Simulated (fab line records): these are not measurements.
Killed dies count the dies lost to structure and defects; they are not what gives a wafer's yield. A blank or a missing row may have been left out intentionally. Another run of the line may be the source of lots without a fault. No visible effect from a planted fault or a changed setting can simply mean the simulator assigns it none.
fab line records -- flow sky130
record: lots: 4, wafers: 12, last_day: 50
route steps=708 shown LOCAL_INTERCONNECT@400 CONTACT@406 PAD_OPEN@708
lots that met no fault: from a run of the same line without faults
start_h: the number of hours between the record's first day and the start of the first shown wafer of the lot -- wait_h: time in hours since the lot's previous step -- " unchanged from the row above -- L1.1+2: several wafers, shown together as one row -- - either no value or no given start -- * or withheld: withheld -- < > ~ a bound
route shown NAME@n: names a module that has steps shown in the file, with the first one's number in the route -- usual: mean/standard deviation taken from wafers without a fault -- same: alike in all rows -- chamber/n: place in a boat -- sites: the reading at each site -- _std_site: their standard deviation -- _edge_site: mean of outer sites minus mean of inner sites -- radius_mm: how far each site lies from the wafer's centre -- mask NAME#n: copy n -- behind: the tool/chamber that last shaped the wafer -- hold: why the lot went on hold/how many hours it stayed there/how the hold came to an end -- device: whichever transistor did not switch (one of n, p or np) -- end of line: tests of these same wafers at the route's end -- a step with no rows: only its recipe -- killed: not the wafer's yield, but the dies lost to structure and defects at the first sort -- map: shows each die of a wafer: x if killed, . if not, _ if none is there
set.NAME: the run value of the setting; set.NAME@STEP: its run value at that earlier step -- model.NAME: the simulator's own value behind a step, which no gauge read
lots at some steps of the route; a table a step, a row a wafer
services: the hour from which a tool's chamber was out of use, counted from the record's first day as start_h (under 0 if before that day), plus the number of hours and why
== steps ==
step: SKY_LOCAL_INTERCONNECT_ETCH_13
recipe: chemistry: N2/H2, target: BARC, ion_energy_ev: 200, bias_w: 100, pressure_mtorr: 30, n2_flow_sccm: 100, h2_flow_sccm: 200, icp_w: 500, stop_on: SiO2, time_s: 45.9, target_depth_a: 600
step: SKY_LOCAL_INTERCONNECT_METAL_ETCH_14
recipe: target_depth_nm: 110, stop_on: PSG, chemistry: Cl2/BCl3, target: TiN, resist_sidewall_deg: 88, pressure_mtorr: 10, icp_w: 900, bias_w: 48.5, Cl2_flow_sccm: 60, bcl3_flow_sccm: 30, time_s: 31.4
step: SKY_LOCAL_INTERCONNECT_STRIP_15
recipe: chemistry: O2/N2, power_w: 1400, pressure_mtorr: 1500, platen_temp_c: withheld, o2_flow_sccm: 3000, n2_flow_sccm: 300, overash_fraction: 0.5
step: SKY_LOCAL_INTERCONNECT_STRIP_16
recipe: chemistry: post_etch_residue_remover, time_s: 1200, temp_c: 72.5
step: SKY_LOCAL_INTERCONNECT_CLEAN_17
recipe: chemistry: IPA, time_s: 180, temp_c: 25
step: SKY_LOCAL_INTERCONNECT_CLEAN_18
recipe: chemistry: O3/DIW, dry: n2_spin
step: SKY_CONTACT_CVD_00
recipe: material: Si3N4, target_thk_nm: 75, temp_c: 400, time_s: withheld, rf_w: 450
step: SKY_CONTACT_HDPCVD_02
recipe: material: SiO2, target_thk_nm: 565, sigma_open_frac: 0.3, time_s: 94.2, temp_c: 600, sih4_flow_sccm: 60, pressure_mtorr: 6
step: SKY_CONTACT_CMP_04
recipe: material: SiO2, down_force_psi: 4, platen_rpm: 60, pad_velocity_m_s: 0.94248
usual: head_pressure_psi: 4.001/0.0093, motor_current_A: 11.5/1.2, platen_rpm: 60.00/0.04, slurry_filter_dp_kPa: 13.51/0.14, time_to_endpoint_s: 80/5
lot.wafer,tool,chamber,start_h,wait_h,head_pressure_psi,motor_current_A,platen_rpm,slurry_filter_dp_kPa,time_to_endpoint_s,model.SiO2_of_CONTACT_HDPCVD_02.thk_nm
L435.4,cmp-02,3,754.22,0.0,3.999,11.6,59.93,13.74,82,339.8
L435.3,cmp-02,2,754.22,0.0,4.008,12.0,60.06,13.39,80,337.5
L435.5,cmp-02,3,754.22,0.0,3.999,10.9,60.06,13.43,81,339.8
L449.3,cmp-02,2,856.93,0.2,1.520,7.9,59.98,13.59,107,452.8
L449.1,cmp-02,3,856.93,0.2,1.523,6.4,59.95,13.57,109,457.3
L449.2,cmp-02,0,856.93,0.2,1.521,6.0,60.00,13.40,103,448
L450.4,cmp-02,3,858.36,0.2,1.526,6.5,60.02,13.45,111,459.9
L450.1,cmp-02,1,858.36,0.2,1.519,6.2,60.05,13.49,112,460.1
L450.5,cmp-02,3,858.36,0.2,1.526,6.1,59.96,13.37,112,460.8
L451.3,cmp-01,1,872.07,0.0,4.007,11.9,59.97,13.31,87,340.8
L451.4,cmp-01,3,872.07,0.0,4.002,13.0,59.97,13.42,94,341.5
L451.2,cmp-01,0,872.07,0.0,4.004,9.7,59.99,13.48,88,339.9
step: SKY_CONTACT_DEHYDRATE_06
recipe: temp_c: 200, time_s: 60
step: SKY_CONTACT_HMDS_07
recipe: prime_time_s: 60, prime_temp_c: 120
step: SKY_CONTACT_COAT_08
recipe: resist: BARC, temp_c: withheld, time_s: withheld, spin_rpm: 3000, resist_thk_nm: 60
step: SKY_CONTACT_COAT_09
recipe: resist: KrF-thick, spin_rpm: 3000, resist_thk_nm: 450
step: SKY_CONTACT_SOFTBAKE_10
recipe: temp_c: 100, time_s: 90, resist: KrF-thick
step: SKY_CONTACT_EXPOSE_11
recipe: mask_id: CTM1, na: 0.8, source_shape: annular, sigma_inner: 0.55, sigma_outer: 0.85, target_cd_nm: 170, dose_mj: 38
step: SKY_CONTACT_PEB_12
recipe: peb_temp_c: withheld, peb_time_s: withheld, resist: KrF-thick
step: SKY_CONTACT_DEVELOP_13
recipe: develop_time_s: 60, resist: KrF-thick, dev_temp_c: 21
step: SKY_CONTACT_ETCH_16
recipe: chemistry: N2/H2, target: BARC, ion_energy_ev: 200, source_w: 500, bias_w: 100, pressure_mtorr: 30, n2_flow_sccm: 100, h2_flow_sccm: 200, stop_on: SiO2, time_s: 45.9, target_depth_a: 600
step: SKY_CONTACT_ETCH_17
recipe: target: SiO2, chemistry: C4F8/O2/Ar, stop_on: Si3N4, mask_material: KrF-thick, source_w: 1500, bias_w: 1200, pressure_mtorr: 40, c4f8_flow_sccm: withheld, O2_flow_sccm: 6, Ar_flow_sccm: 300, time_s: withheld, target_depth_a: 3400
usual: oes_product_au: 0.891/0.005, rf_fwd_power_W: 1487/5.7
lot.wafer,tool,chamber,start_h,wait_h,oes_product_au,rf_fwd_power_W,model.CONTACT.feature_depth_nm,model.etch.depth_nm
L435.3,rie_diel-04,3,781.07,0.0,0.890,1490,337.5,337.5
L435.4,rie_diel-04,0,781.07,0.0,0.889,1494,339.8,339.8
L435.5,rie_diel-04,3,781.07,0.0,0.886,1495,339.8,339.8
L449.1,rie_diel-01,3,883.86,0.0,0.998,1495,409.9,409.9
L449.2,rie_diel-01,2,883.86,0.0,1.019,1482,420.3,420.3
L449.3,rie_diel-01,1,883.86,0.0,0.998,1477,409.1,409.1
L450.1,rie_diel-04,3,885.43,0.0,1.012,1496,416.6,416.6
L450.4,rie_diel-04,2,885.43,0.0,0.988,1490,401.6,401.6
L450.5,rie_diel-04,3,885.43,0.0,1.007,1500,416,416
L451.2,rie_diel-02,1,898.14,0.0,0.899,1493,339.9,339.9
L451.3,rie_diel-02,3,898.14,0.0,0.902,1486,340.8,340.8
L451.4,rie_diel-02,0,898.14,0.0,0.892,1484,341.5,341.5
step: SKY_CONTACT_ETCH_18
recipe: target: Si3N4, chemistry: CHF3/O2, stop_on: TiN, source_w: 600, bias_w: 200, pressure_mtorr: 40, chf3_flow_sccm: 50, O2_flow_sccm: 5, time_s: 39, target_depth_a: 750
usual: drypump_motor_current_A: 5.7/0.43, oes_product_au: 0.854/0.0077, rf_fwd_power_W: 593.1/2.6, throttle_valve_pct: 8.792/0.0099
lot.wafer,tool,chamber,start_h,wait_h,drypump_motor_current_A,oes_product_au,rf_fwd_power_W,rf_hours_counter_h,throttle_valve_pct
L435.3,rie_diel-04,3,-,-,6.0,0.851,597.2,4,8.794
L435.4,rie_diel-04,0,-,-,5.8,0.863,590.4,-,8.798
L435.5,rie_diel-04,3,-,-,6.0,0.853,596.4,-,8.789
L449.1,rie_diel-01,3,-,-,5.1,0.630,594.5,21,8.750
L449.2,rie_diel-01,2,-,-,6.2,0.845,592.6,17,8.798
L449.3,rie_diel-01,1,-,-,6.0,0.678,586.0,34,8.739
L450.1,rie_diel-04,3,-,-,6.0,0.705,595.5,7,8.748
L450.4,rie_diel-04,2,-,-,6.2,0.463,593.6,3,8.674
L450.5,rie_diel-04,3,-,-,6.0,0.695,592.8,-,8.769
L451.2,rie_diel-02,1,-,-,5.7,0.846,595.5,12,8.802
L451.3,rie_diel-02,3,-,-,5.8,0.865,595.3,2,8.788
L451.4,rie_diel-02,0,-,-,5.1,0.856,597.6,17,8.800
step: SKY_CONTACT_STRIP_19
recipe: chemistry: O2/N2, power_w: 1400, pressure_mtorr: 1500, platen_temp_c: withheld, o2_flow_sccm: 3000, n2_flow_sccm: 300, overash_fraction: 0.5
step: SKY_CONTACT_STRIP_20
recipe: chemistry: post_etch_residue_remover, time_s: 1200, temp_c: 72.5
step: SKY_CONTACT_CLEAN_21
recipe: chemistry: IPA, time_s: 180, temp_c: 25
step: SKY_CONTACT_CLEAN_22
recipe: chemistry: O3/DIW, dry: n2_spin
step: SKY_CONTACT_SPUTTER_23
recipe: material: TiN, target_thk_nm: 20, chamber_pressure_pa: 5, power_w: 4000, time_s: 80
step: SKY_CONTACT_CVD_24
recipe: material: W, target_thk_nm: 340, time_s: 102.12, temp_c: 400, pressure_torr: 40
step: SKY_CONTACT_CMP_27
recipe: stop_on: SiO2, t_overpolish_s: 15, down_force_psi: 3.5, platen_rpm: 60, target_thk_nm: 0, pad_velocity_m_s: 0.94248
usual: head_pressure_psi: 3.500/0.0085, motor_current_A: 10.6/1.1, platen_rpm: 60.00/0.04, slurry_filter_dp_kPa: 13.51/0.15
lot.wafer,tool,chamber,start_h,wait_h,head_pressure_psi,motor_current_A,platen_rpm,slurry_filter_dp_kPa,model.SiO2_of_CONTACT_HDPCVD_02.thk_nm
L435.4,cmp-02,1,782.17,0.1,3.509,10.3,60.00,13.47,336.6
L435.3,cmp-02,3,782.17,0.1,3.497,9.9,59.97,13.29,334.3
L435.5,cmp-02,0,782.17,0.1,3.494,9.9,59.96,13.58,336.7
L449.2,cmp-02,3,884.89,0.0,3.507,10.2,60.01,13.31,444.9
L449.3,cmp-02,0,884.89,0.0,3.490,9.5,60.01,13.62,449.6
L449.1,cmp-02,1,884.89,0.0,3.495,10.5,59.97,13.53,454.1
L450.1,cmp-02,3,886.51,0.1,3.497,10.2,59.95,13.36,456.9
L450.4,cmp-02,0,886.51,0.1,3.486,9.8,60.02,13.47,456.7
L450.5,cmp-02,3,886.51,0.1,3.501,10.2,60.03,13.50,457.6
L451.2,cmp-01,2,899.21,0.0,3.495,11.8,60.02,13.31,336.7
L451.4,cmp-01,3,899.21,0.0,3.498,11.7,60.02,13.70,338.3
L451.3,cmp-01,1,899.21,0.0,3.509,11.7,59.96,13.31,337.6
step: SKY_PAD_OPEN_PROBE_99
usual: killed_at_M0_to_M3: 44/7.3, killed_at_M4_up: 3.4/1.8, killed_at_contacts: 24/5.8, killed_at_front_end: 15/4.9, killed_at_other: 0.4/0.63, killed_dies: 86/11, killed_on_rim: 17/3.8, killed_open: 47/8, killed_short: 39/6.5
same: gross_dies: 492, killed_at_back_side: 0
lot.wafer,tool,chamber,start_h,wait_h,killed_at_M0_to_M3,killed_at_M4_up,killed_at_contacts,killed_at_front_end,killed_at_other,killed_dies,killed_on_rim,killed_open,killed_short
L435.3,prober-02,-,1110.22,0.2,39,1,18,12,0,70,12,34,36
L435.4,prober-02,-,1110.27,0.2,44,6,34,9,1,94,16,60,33
L435.5,prober-02,-,1110.32,0.2,46,3,18,17,1,85,23,43,40
L449.1,prober-02,-,1182.31,0.1,36,3,430,23,0,492,96,41,37
L449.2,prober-02,-,1182.36,0.1,43,5,404,18,1,471,83,49,37
L449.3,prober-02,-,1182.41,0.2,35,4,435,16,0,490,95,33,35
L451.2,prober-02,-,1191.45,0.1,47,4,30,23,0,104,13,57,47
L451.3,prober-02,-,1191.50,0.2,63,3,26,14,0,106,20,61,45
L451.4,prober-02,-,1191.55,0.2,49,4,21,23,0,97,17,52,45
killed by level:class
L435.3 VIA1:geometric_particle:open=7 VIA3:geometric_particle:open=7 LI_CONTACT:geometric_particle:open=5 VIA1:geometric_particle:short=5 VIA3:geometric_particle:short=5 LOCAL_INTERCONNECT:geometric_particle:short=4 FIELD_ISO:geometric_particle:short=3 CONTACT:geometric_particle:open=3
L435.4 LI_CONTACT:geometric_particle:open=16 VIA1:geometric_particle:open=13 CONTACT:geometric_particle:open=8 VIA2:geometric_particle:open=8 METAL1:geometric_particle:short=6 CONTACT:geometric_particle:short=5 METAL4:geometric_particle:short=5 VIA3:geometric_particle:open=5
L435.5 VIA3:geometric_particle:open=12 VIA2:geometric_particle:open=7 CONTACT:geometric_particle:open=6 FIELD_ISO:geometric_particle:open=5 LI_CONTACT:geometric_particle:open=5 VIA1:geometric_particle:open=5 METAL2:geometric_particle:short=5 FIELD_ISO:geometric_particle:short=4
L449.1 CONTACT:area_cmp=414 POLY_GATE:geometric_particle:short=9 VIA1:geometric_particle:open=8 CONTACT:geometric_particle:open=7 FIELD_ISO:geometric_particle:open=5 FIELD_ISO:geometric_particle:short=5 METAL1:geometric_particle:short=5 VIA3:geometric_particle:open=5
L449.2 CONTACT:area_cmp=385 VIA1:geometric_particle:open=13 CONTACT:geometric_particle:open=10 POLY_GATE:geometric_particle:open=6 VIA1:geometric_particle:short=6 METAL1:geometric_particle:short=5 VIA2:geometric_particle:open=5 POLY_GATE:geometric_particle:short=4
L449.3 CONTACT:area_cmp=422 METAL1:geometric_particle:short=8 VIA1:geometric_particle:short=6 CONTACT:geometric_particle:open=5 VIA2:geometric_particle:open=5 FIELD_ISO:geometric_particle:open=4 POLY_GATE:geometric_particle:open=4 VIA1:geometric_particle:open=4
L451.2 VIA1:geometric_particle:open=12 CONTACT:geometric_particle:open=11 FIELD_ISO:geometric_particle:short=10 LI_CONTACT:geometric_particle:open=9 METAL2:geometric_particle:short=7 METAL1:geometric_particle:short=6 VIA2:geometric_particle:open=5 VIA3:geometric_particle:open=5
L451.3 VIA1:geometric_particle:open=15 CONTACT:geometric_particle:open=9 METAL2:geometric_particle:short=9 VIA2:geometric_particle:open=9 VIA3:geometric_particle:open=8 LI_CONTACT:geometric_particle:open=6 POLY_GATE:geometric_particle:open=5 CONTACT:geometric_particle:short=5
L451.4 VIA1:geometric_particle:open=12 CONTACT:geometric_particle:open=10 VIA2:geometric_particle:open=8 FIELD_ISO:geometric_particle:short=6 METAL2:geometric_particle:short=6 POLY_GATE:geometric_particle:short=5 METAL3:geometric_particle:short=5 FIELD_ISO:geometric_particle:open=4
map L449.1 (x killed, . not)
__________xxxxxxxxxx_________
________xxxxxxxxxxxxxx_______
______xxxxxxxxxxxxxxxxxx_____
_____xxxxxxxxxxxxxxxxxxxx____
____xxxxxxxxxxxxxxxxxxxxxx___
___xxxxxxxxxxxxxxxxxxxxxxxx__
__xxxxxxxxxxxxxxxxxxxxxxxxxx_
_xxxxxxxxxxxxxxxxxxxxxxxxxxxx
_xxxxxxxxxxxxxxxxxxxxxxxxxxxx
_xxxxxxxxxxxxxxxxxxxxxxxxxxxx
_xxxxxxxxxxxxxxxxxxxxxxxxxxxx
_xxxxxxxxxxxxxxxxxxxxxxxxxxxx
_xxxxxxxxxxxxxxxxxxxxxxxxxxxx
_xxxxxxxxxxxxxxxxxxxxxxxxxxxx
_xxxxxxxxxxxxxxxxxxxxxxxxxxxx
__xxxxxxxxxxxxxxxxxxxxxxxxxx_
___xxxxxxxxxxxxxxxxxxxxxxxx__
____xxxxxxxxxxxxxxxxxxxxxx___
_____xxxxxxxxxxxxxxxxxxxx____
______xxxxxxxxxxxxxxxxxx_____
________xxxxxxxxxxxxxx_______
__________xxxxxxxxxx_________
map L435.4 (x killed, . not)
__________........x._________
________x.xx...x......_______
______........x..x......_____
_____.....x.....x.....x..____
____..........x........x..___
___....x.xx.........x...x..__
__...xx.......x.xx.......x.x_
_x.....x........x.....x.x..x.
_...xx...x.xx.x........x.....
_x.....xx.....x.x....x.......
_x.......x......x............
_........x.....xx.....xx..x..
_.........x.x...x..........xx
_x.....x.....x...x...........
_.x...x........x.........x...
__.....x.x.x......x........._
___......x...xx..x........x__
____...x.......xx.........___
_____...x.x..x..x..xxx...____
______...x...x.xx..xx.x._____
________.x............_______
__________..x...x..._________
== services ==
tool,chamber,start_h,hours,kind
cmp-02,-,744.00,4.0,pm
cmp-02,-,748.00,-,consumable_replace:conditioner
cmp-02,-,748.00,-,consumable_replace:pad
cmp-01,-,749.74,6.5,pm
rie_diel-02,3,753.63,2.9,repair
cmp-02,-,756.33,7.5,pm
rie_diel-04,2,767.74,-,clean
rie_diel-04,2,767.74,16.3,scheduled_down
rie_diel-04,2,767.74,16.3,vent_cycle
cmp-02,-,775.60,3.1,repair
rie_diel-01,2,778.99,17.7,repair
rie_diel-02,0,783.66,25.7,repair
cmp-01,-,793.64,3.1,repair
rie_diel-02,2,809.33,13.5,repair
cmp-01,-,813.94,20.4,pm
rie_diel-01,0,826.47,58.4,repair
rie_diel-02,0,838.16,15.1,repair
cmp-02,-,846.09,0.5,repair
cmp-01,-,852.52,1.3,repair
rie_diel-01,-,853.16,1.7,repair
cmp-01,-,861.66,0.2,repair
cmp-02,-,871.81,4.7,pm
cmp-01,-,873.86,0.3,repair
cmp-02,-,880.40,4.4,repair
== key ==
first_sign: step: SKY_CONTACT_CMP_04, reading: head_pressure_psi, direction: down, sigmas: 99+, usual: 4.001, struck: 1.522
effect: step: SKY_CONTACT_CMP_04, reading: time_to_endpoint_s, direction: up, sigmas: 5.9, usual: *, struck: *
effect: step: SKY_CONTACT_ETCH_17, reading: oes_product_au, direction: up, sigmas: 22, usual: 0.891, struck: 1.004
effect: step: SKY_CONTACT_ETCH_18, reading: oes_product_au, direction: down, sigmas: 24, usual: 0.854, struck: 0.669, wafers_moved: 5
effect: step: SKY_PAD_OPEN_PROBE_99, reading: killed_at_contacts, direction: up, sigmas: 69, usual: 24, struck: 423
model_effect: step: SKY_CONTACT_CMP_04, value: SiO2_of_CONTACT_HDPCVD_02.thk_nm, without: 339.1, struck: 456.5
model_effect: step: SKY_CONTACT_ETCH_17, value: CONTACT.feature_depth_nm, without: 339.1, struck: 412.3
model_effect: step: SKY_CONTACT_CMP_27, value: SiO2_of_CONTACT_HDPCVD_02.thk_nm, without: 335.9, struck: 453.3
more_kills_born_at: SKY_CONTACT_CMP_04@cmp-02: 1221
met_at SKY_CONTACT_CMP_04
struck_wafers L449.1,L449.2,L449.3,L450.1,L450.4,L450.5
rows_end L450.1,L450.4,L450.5
later_rows_left_out L449.1,L449.2,L449.3
tester_left_out L449
onset_between 754.22 856.93
fault: kind: process_parameter_drift, tool: cmp-02, chamber: -, onset_h: 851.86, steps: SKY_CONTACT_CMP_04, channel: down_force_psi, offset: -2.4813, shape: step, end_h: 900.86, acts_in: these_recipes_only, stated: 4
tester_left_out: of these lots the tester's yield and bins aren't shown, on N5 and GAA mostly nor the transistor test; their killed dies are dies lost to structure and defects alone, not to doping, threshold or leakage, so they don't give the yield
later_rows_left_out: the simulator's readings of these wafers behind a module that went badly wrong aren't trusted and aren't shown, but for the sort
rows_end: these wafers met a further fault down the route, and their rows from its step on are left out
